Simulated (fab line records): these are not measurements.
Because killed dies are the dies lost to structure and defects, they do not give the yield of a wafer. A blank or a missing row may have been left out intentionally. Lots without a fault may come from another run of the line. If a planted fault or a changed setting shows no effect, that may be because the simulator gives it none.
Chamber matching ; flow sky130 ; SKY_LI_CONTACT_CMP_24 on cmp-02: 4 sister chambers
The step polishes, stops on PSG, t overpolish 20 s, target thk 0 nm. 4 wafers are shown with their chamber, then 10 later ones without.

WAFERS, EACH WITH ITS CHAMBER
wafer;chamber;motor-current-A (A)
L080.4;2;12.5
L081.2;0;10.6
L085.2;3;11.9
L085.3;1;11.6

WAFERS WHOSE CHAMBER IS MISSING
wafer;motor-current-A (A)
L085.6;11.1
L088.2;10.8
L088.4;11.6
L088.5;11.4
L093.1;12.2
L093.3;11.0
L093.5;10.1
L092.1;12.0
L092.2;10.2
L092.4;11.3

THE CHAMBER EACH PASSED THROUGH
wafer;from the rows above;in truth
L085.6;can't be placed: 0 or 1 or 3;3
L088.2;can't be placed: 0 or 1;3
L088.4;can't be placed: 1 or 3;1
L088.5;can't be placed: 1 or 3 or 0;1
L093.1;can't be placed: 3 or 2 or 1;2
L093.3;can't be placed: 0 or 1 or 3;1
L093.5;0;0
L092.1;can't be placed: 3 or 1 or 2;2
L092.2;0;0
L092.4;can't be placed: 1 or 3 or 0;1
Placed correctly: 2 of 10. From these rows, 8 cannot be placed; in 7 the true chamber is one of the candidates. Wrongly placed: 0.
How it was worked out, from the rows above alone: a wafer's distance from a chamber is the root of the sum, over the readings, of the square of ((its reading less the chamber's mean) divided by the reading's scatter). If the next closest chamber is less than 2 further off than the closest, the wafer can't be placed; otherwise it belongs to the closest. Each chamber's mean is taken over the wafers shown for it. The scatter: root of mean squared gap, hidden wafer to nearest shown wafer, with one shown wafer a chamber.
